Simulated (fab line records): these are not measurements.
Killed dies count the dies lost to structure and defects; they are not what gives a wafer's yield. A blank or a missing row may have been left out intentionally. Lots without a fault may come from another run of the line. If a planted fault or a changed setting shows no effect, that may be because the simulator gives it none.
Which tool was responsible? || flow sky130 || 7 lots, 21 wafers sampled, at 2 steps of a route of 708

WHAT EACH GAUGE READ, for each wafer
SKY_SD_N_RS_MEAS_16: uses a four-point probe to measure.
{"lot": "L305", "measured": "day 28 00:52", "on": "filmMetro-01", "SD_N_RS (ohm/sq)": "68.71 68.70 68.65"}
{"lot": "L310", "measured": "day 29 21:09", "on": "filmMetro-02", "SD_N_RS (ohm/sq)": "68.37 68.56 68.39"}
{"lot": "L312", "measured": "day 30 12:46", "on": "filmMetro-02", "SD_N_RS (ohm/sq)": "68.36 68.55 68.51"}
{"lot": "L314", "measured": "day 31 17:12", "on": "filmMetro-01", "SD_N_RS (ohm/sq)": "68.89 68.93 68.90"}
{"lot": "L320", "measured": "day 33 20:46", "on": "filmMetro-02", "SD_N_RS (ohm/sq)": "68.52 68.55 68.61"}
{"lot": "L322", "measured": "day 34 01:45", "on": "filmMetro-04", "SD_N_RS (ohm/sq)": "65.92 66.06 65.96"}
{"lot": "L327", "measured": "day 36 04:02", "on": "filmMetro-02", "SD_N_RS (ohm/sq)": "68.58 68.53 68.40"}

EACH LOT AND THE TOOL THAT RAN IT (in order: tool; ch and the chambers of the sampled wafers; start)
{"lot": "L305", "SKY_SD_N_IMPLANT_10": "implanter-01 ch 0, day 28 00:21"}
{"lot": "L310", "SKY_SD_N_IMPLANT_10": "implanter-03 ch 0, day 29 20:37"}
{"lot": "L312", "SKY_SD_N_IMPLANT_10": "implanter-01 ch 0, day 30 12:14"}
{"lot": "L314", "SKY_SD_N_IMPLANT_10": "implanter-01 ch 0, day 31 16:40"}
{"lot": "L320", "SKY_SD_N_IMPLANT_10": "implanter-01 ch 0, day 33 20:14"}
{"lot": "L322", "SKY_SD_N_IMPLANT_10": "implanter-03 ch 0, day 34 00:53"}
{"lot": "L327", "SKY_SD_N_IMPLANT_10": "implanter-01 ch 0, day 36 03:30"}
- SKY_SD_N_IMPLANT_10

THE ANSWER, worked out from the rows above alone
Rule: the usual values come from the lots themselves. Put in order of their means at a reading, lots are off if they are a third of the lots or fewer, leave a main group of 4 or more, and stand apart from it by a gap of 3 or more times the standard deviation of the main group's means; of several such gaps the widest counts. If all means in a main group match to the digits the tables above print for the reading, that group is not used. A lot without any number at a reading at which 4 lots or more have one is off too. Any other lot the step has rows for is counted as sound.
Off: L322, at SKY_SD_N_RS_MEAS_16 (SD_N_RS). The main group has a mean of 68.59 ohm/sq with a standard deviation of 0.16.
If a tool, at a process step before that reading, ran all the lots that are off and no sound lot after the first of them, it fits. Those tools and the gauges at SKY_SD_N_RS_MEAS_16 are tried in the same way. 2 tools fit, implanter-03 at SKY_SD_N_IMPLANT_10 and filmMetro-04 at SKY_SD_N_RS_MEAS_16, so this cannot tell which one it is.

WHAT THE SIMULATOR PUT IN
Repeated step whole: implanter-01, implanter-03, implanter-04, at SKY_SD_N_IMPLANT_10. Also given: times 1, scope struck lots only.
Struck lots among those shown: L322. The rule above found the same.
